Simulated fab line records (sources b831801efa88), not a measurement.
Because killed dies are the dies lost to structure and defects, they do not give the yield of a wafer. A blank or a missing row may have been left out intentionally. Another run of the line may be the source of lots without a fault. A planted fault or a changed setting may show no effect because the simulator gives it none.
What tool caused it?    flow sky130    Sampling: 10 lots, 30 wafers, 7 of 708 route steps

== WHAT EACH GAUGE READ, for each wafer ==
SKY_POLY_CUT_OVL_MEAS_09. Usual: POLY_CUT_OVL gives 1 nm (standard deviation 4.7).
lot   measured      on          POLY_CUT_OVL (nm)  flag
L108  day 24 17:38  overlay-01  -8 -7 -3           
L109  day 25 07:21  overlay-02  -4 -3 0            
L111  day 26 00:37  overlay-01  6 1 -1             
L112  day 26 04:02  overlay-02  0 -5 -12           
L114  day 27 01:14  overlay-01  1 5 -1             
L115  day 27 10:53  overlay-02  4 5 5              
L118  day 28 13:17  overlay-01  5 6 7              
L121  day 30 07:17  overlay-02  -1 5 4             
L126  day 31 10:59  overlay-01  -2 -1 2            
L128  day 31 18:08  overlay-02  9 0 6              

SKY_SD_P_TW_MEAS_11. Usual: SD_P_TW gives 2817 (standard deviation 20).
lot   measured      on            SD_P_TW         flag
L108  day 25 23:22  filmMetro-02  2817 2832 2827  
L109  day 26 12:53  filmMetro-03  2797 2799 2817  
L111  day 27 06:11  filmMetro-02  2810 2799 2810  
L112  day 27 09:23  filmMetro-03  2777 2793 2803  
L114  day 28 06:30  filmMetro-01  2834 2864 2853  
L115  day 28 15:57  filmMetro-01  2846 2836 2851  
L118  day 29 18:00  filmMetro-02  2817 2805 2811  
L121  day 31 10:47  filmMetro-01  2914 2920 2907  OFF
L126  day 32 13:58  filmMetro-03  2906 2904 2915  OFF
L128  day 32 21:33  filmMetro-01  2822 2838 2824  

SKY_SD_N_RS_MEAS_17: a four-point-probe measurement. Usual: SD_P_RS gives 147.2 ohm/sq (standard deviation 0.37).
lot   measured      on            SD_P_RS (ohm/sq)   flag
L108  day 28 11:19  filmMetro-02  147.7 148.0 147.3  
L109  day 28 23:17  filmMetro-02  146.4 146.9 146.9  
L111  day 29 16:01  filmMetro-03  147.3 147.7 147.5  
L112  day 29 18:53  filmMetro-02  147.9 147.9 148.0  
L114  day 30 15:23  filmMetro-02  147.3 147.3 147.2  
L115  day 31 00:31  filmMetro-02  147.0 146.7 146.4  
L118  day 32 02:11  filmMetro-03  146.5 146.5 146.9  
L121  day 33 16:27  filmMetro-03  143.9 144.2 143.6  OFF
L126  day 34 19:54  filmMetro-02  144.0 144.1 144.1  OFF
L128  day 35 02:14  filmMetro-02  147.1 147.2 147.1  

== TOOL THAT RAN EACH LOT (tool first, then ch and the chambers of the sampled wafers, then the start) ==
lot   SKY_LDD_HVP_STRIP_09                 SKY_LDD_LDN_STRIP_12                 SKY_SD_P_IMPLANT_09              SKY_SD_P_STRIP_10
L108  plasmaAsher-01 ch 0,1, day 22 03:04  plasmaAsher-04 ch 0,1, day 23 09:53  implanter-04 ch 0, day 25 23:08  plasmaAsher-03 ch 0,1, day 25 23:16
L109  plasmaAsher-04 ch 0,1, day 22 16:26  plasmaAsher-04 ch 0,1, day 23 23:45  implanter-01 ch 0, day 26 12:40  plasmaAsher-03 ch 0,1, day 26 12:48
L111  plasmaAsher-02 ch 0,1, day 23 11:29  plasmaAsher-03 ch 0,1, day 24 17:39  implanter-03 ch 0, day 27 05:58  plasmaAsher-04 ch 0,1, day 27 06:06
L112  plasmaAsher-01 ch 0,1, day 23 14:43  plasmaAsher-03 ch 0,1, day 24 20:50  implanter-01 ch 0, day 27 09:08  plasmaAsher-03 ch 1, day 27 09:17
L114  plasmaAsher-01 ch 0,1, day 24 12:13  plasmaAsher-04 ch 0,1, day 25 18:58  implanter-04 ch 0, day 28 06:17  plasmaAsher-04 ch 0,1, day 28 06:25
L115  plasmaAsher-04 ch 0,1, day 24 21:07  plasmaAsher-03 ch 0,1, day 26 03:13  implanter-04 ch 0, day 28 15:42  plasmaAsher-01 ch 0,1, day 28 15:51
L118  plasmaAsher-01 ch 0,1, day 26 01:26  plasmaAsher-03 ch 0,1, day 27 07:02  implanter-01 ch 0, day 29 17:45  plasmaAsher-01 ch 0,1, day 29 17:54
L121  plasmaAsher-04 ch 0,1, day 27 19:25  plasmaAsher-03 ch 0,1, day 29 00:23  implanter-01 ch 0, day 31 10:32  plasmaAsher-03 ch 0,1, day 31 10:41
L126  plasmaAsher-02 ch 0,1, day 29 00:31  plasmaAsher-03 ch 0,1, day 30 05:34  implanter-01 ch 0, day 32 13:45  plasmaAsher-04 ch 0,1, day 32 13:53
L128  plasmaAsher-01 ch 0,1, day 29 08:56  plasmaAsher-02 ch 0,1, day 30 13:01  implanter-03 ch 0, day 32 21:20  plasmaAsher-04 ch 0,1, day 32 21:28
- SKY_LDD_HVP_STRIP_09: strips in O2/N2.
- SKY_LDD_LDN_STRIP_12: strips in O2/N2.
- SKY_SD_P_IMPLANT_09
- SKY_SD_P_STRIP_10: strips in O2/N2.

== WHAT THE TOOLS THEMSELVES READ (means of the sampled wafers that have a number; where no wafer has one, the mark that the record gives instead) ==
SKY_LDD_HVP_STRIP_09. Usual: drypumpMotorCurrentA 5.7 A, standard deviation 0.56; oesProductAu 0.409 a.u., standard deviation 0.0048; stripTimeToEndpointS 4.134 s, standard deviation 0.014.
lot   tool            drypumpMotorCurrentA (A)  oesProductAu (a.u.)  stripTimeToEndpointS (s)  flag
L108  plasmaAsher-01  5.3                       0.412                4.145                     
L109  plasmaAsher-04  5.8                       0.404                4.115                     
L111  plasmaAsher-02  5.8                       0.406                4.135                     
L112  plasmaAsher-01  5.8                       0.407                4.135                     
L114  plasmaAsher-01  5.8                       0.408                4.114                     
L115  plasmaAsher-04  5.8                       0.407                4.145                     
L118  plasmaAsher-01  5.3                       0.403                4.149                     
L121  plasmaAsher-04  5.6                       0.408                4.126                     
L126  plasmaAsher-02  6.0                       0.407                4.142                     
L128  plasmaAsher-01  5.3                       0.407                4.119                     

SKY_LDD_LDN_STRIP_12. Usual: drypumpMotorCurrentA 5.8 A, standard deviation 0.4; oesProductAu 0.715 a.u., standard deviation 0.0044; stripTimeToEndpointS 14.19 s, standard deviation 0.038.
lot   tool            drypumpMotorCurrentA (A)  oesProductAu (a.u.)  stripTimeToEndpointS (s)  flag
L108  plasmaAsher-04  5.6                       0.713                14.27                     
L109  plasmaAsher-04  5.8                       0.718                14.18                     
L111  plasmaAsher-03  5.9                       0.714                14.26                     
L112  plasmaAsher-03  5.9                       0.718                14.19                     
L114  plasmaAsher-04  5.8                       0.713                14.14                     
L115  plasmaAsher-03  5.6                       0.714                14.16                     
L118  plasmaAsher-03  5.9                       0.712                14.23                     
L121  plasmaAsher-03  5.6                       0.710                14.18                     
L126  plasmaAsher-03  5.6                       0.716                14.16                     
L128  plasmaAsher-02  5.8                       0.713                14.22                     

SKY_SD_P_IMPLANT_09. Usual: beamOnS 13.3 s, standard deviation 1.6; doseIonsCm2 3e+15, standard deviation 3.3e+12; faradayCurrentUA 12447, standard deviation 1600.
lot   tool          beamOnS (s)  doseIonsCm2  faradayCurrentUA  flag
L108  implanter-04  13.4         3e+15        12266             
L109  implanter-01  15.2         3e+15        10816             
L111  implanter-03  10.6         3e+15        15201             
L112  implanter-01  15.0         3e+15        10973             
L114  implanter-04  13.4         3e+15        12235             
L115  implanter-04  13.6         3e+15        12058             
L118  implanter-01  14.9         3e+15        11040             
L121  implanter-01  18.4         4e+15        11201             OFF
L126  implanter-01  18.9         4e+15        10879             OFF
L128  implanter-03  10.7         3e+15        15095             

SKY_SD_P_STRIP_10. Usual: drypumpMotorCurrentA 5.7 A, standard deviation 0.52; oesProductAu 0.616 a.u., standard deviation 0.0043; stripTimeToEndpointS 17.48 s, standard deviation 0.044.
lot   tool            drypumpMotorCurrentA (A)  oesProductAu (a.u.)  stripTimeToEndpointS (s)  flag
L108  plasmaAsher-03  5.9                       0.614                17.42                     
L109  plasmaAsher-03  5.9                       0.612                17.46                     
L111  plasmaAsher-04  5.8                       0.617                17.47                     
L112  plasmaAsher-03  5.3                       0.617                17.50                     
L114  plasmaAsher-04  5.8                       0.621                17.53                     
L115  plasmaAsher-01  5.3                       0.616                17.57                     
L118  plasmaAsher-01  5.3                       0.613                17.52                     
L121  plasmaAsher-03  5.9                       0.608                17.95                     OFF
L126  plasmaAsher-04  5.8                       0.607                17.95                     OFF
L128  plasmaAsher-04  5.8                       0.617                17.45                     

== THE ANSWER, worked out from the rows above alone ==
Rule: a lot counts as off when the mean over its wafers that have a number is more than 3 standard deviations away from the usual mean. Also off: a lot with no number at a reading for which 4 or more lots have one. The other lots that the step has rows for count as sound. The gauges are gone through in route order, then the tools' own readings, and for those a lot's mean is taken as printed above. The first step at which some lot is off is used, and at that step the reading that is off furthest; a lot without a number counts as furthest.
Off: L121, L126, at SKY_SD_P_TW_MEAS_11 (SD_P_TW).
A tool fits if, at a process step before that reading, it ran every lot that is off, and no sound lot after the first of them. Not tried: the gauges at SKY_SD_P_TW_MEAS_11; whatever is off there is also off at SKY_SD_P_IMPLANT_09, on other tools, and gauge error can't account for it. Undecided on this evidence; 2 tools fit (plasmaAsher-03 at SKY_LDD_LDN_STRIP_12, implanter-01 at SKY_SD_P_IMPLANT_09).

== WHAT WAS PUT IN BY THE SIMULATOR ==
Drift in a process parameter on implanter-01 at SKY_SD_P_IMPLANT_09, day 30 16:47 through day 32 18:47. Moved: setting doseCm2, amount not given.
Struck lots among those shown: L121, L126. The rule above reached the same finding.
